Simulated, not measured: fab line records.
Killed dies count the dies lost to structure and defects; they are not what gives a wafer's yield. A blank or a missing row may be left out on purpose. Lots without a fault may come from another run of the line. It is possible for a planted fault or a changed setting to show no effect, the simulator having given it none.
The tool behind it: which one? / flow sky130 / 6 lots, 18 wafers sampled, at 3 steps of a route of 708

WHAT THE GAUGES READ, wafer by wafer
SKY_RES_PROTECT_TW_MEAS_08.
lot=L959; measured=day 15 03:08; on=film metro-01; POLY_GATE_TW=3987 4008 4014
lot=L964; measured=day 17 11:17; on=film metro-01; POLY_GATE_TW=3975 3975 4005
lot=L966; measured=day 17 23:01; on=film metro-02; POLY_GATE_TW=4058 4066 4061
lot=L974; measured=day 21 09:50; on=film metro-02; POLY_GATE_TW=4051 4026 4009
lot=L976; measured=day 22 02:59; on=film metro-02; POLY_GATE_TW=4044 4058 4034
lot=L978; measured=day 22 11:22; on=film metro-02; POLY_GATE_TW=4079 4054 4071

WHAT TOOL EACH LOT RAN ON (gives the tool, then ch and the chambers of the sampled wafers, and finally the start)
lot=L959; SKY_VT_ADJUST_NCORE_STRIP_10=plasma asher-03 ch 0,1, day 8 17:26; SKY_VT_ADJUST_PCH_STRIP_09=plasma asher-02 ch 0,1, day 10 13:59
lot=L964; SKY_VT_ADJUST_NCORE_STRIP_10=plasma asher-04 ch 0,1, day 10 10:04; SKY_VT_ADJUST_PCH_STRIP_09=plasma asher-04 ch 0,1, day 12 10:19
lot=L966; SKY_VT_ADJUST_NCORE_STRIP_10=plasma asher-04 ch 0,1, day 10 21:23; SKY_VT_ADJUST_PCH_STRIP_09=plasma asher-04 ch 0,1, day 12 21:52
lot=L974; SKY_VT_ADJUST_NCORE_STRIP_10=plasma asher-04 ch 0,1, day 13 15:07; SKY_VT_ADJUST_PCH_STRIP_09=plasma asher-04 ch 0,1, day 15 21:02
lot=L976; SKY_VT_ADJUST_NCORE_STRIP_10=plasma asher-01 ch 0,1, day 14 06:55; SKY_VT_ADJUST_PCH_STRIP_09=plasma asher-03 ch 1, day 16 14:34
lot=L978; SKY_VT_ADJUST_NCORE_STRIP_10=plasma asher-01 ch 1, day 14 17:04; SKY_VT_ADJUST_PCH_STRIP_09=plasma asher-02 ch 0,1, day 17 00:34
- SKY_VT_ADJUST_NCORE_STRIP_10: strips in O2/N2.
- SKY_VT_ADJUST_PCH_STRIP_09: strips in O2/N2.

THE ANSWER, worked out from the rows above alone
Rule: usual is defined by the lots themselves. Put in order of their means at a reading, lots are off if they are a third of the lots or fewer, leave a main group of 4 or more, and stand apart from it by a gap of 3 or more times the standard deviation of the main group's means; of several such gaps the widest counts. The tables above print the reading to a certain number of digits; a main group whose means all agree to those digits is not used. Also off: a lot with no number at a reading for which 4 or more lots have one. The other lots that the step has rows for count as sound.
Across all readings shown, no lot is off: no conclusion can be drawn from this.

WHAT THE SIMULATOR HAD PUT IN
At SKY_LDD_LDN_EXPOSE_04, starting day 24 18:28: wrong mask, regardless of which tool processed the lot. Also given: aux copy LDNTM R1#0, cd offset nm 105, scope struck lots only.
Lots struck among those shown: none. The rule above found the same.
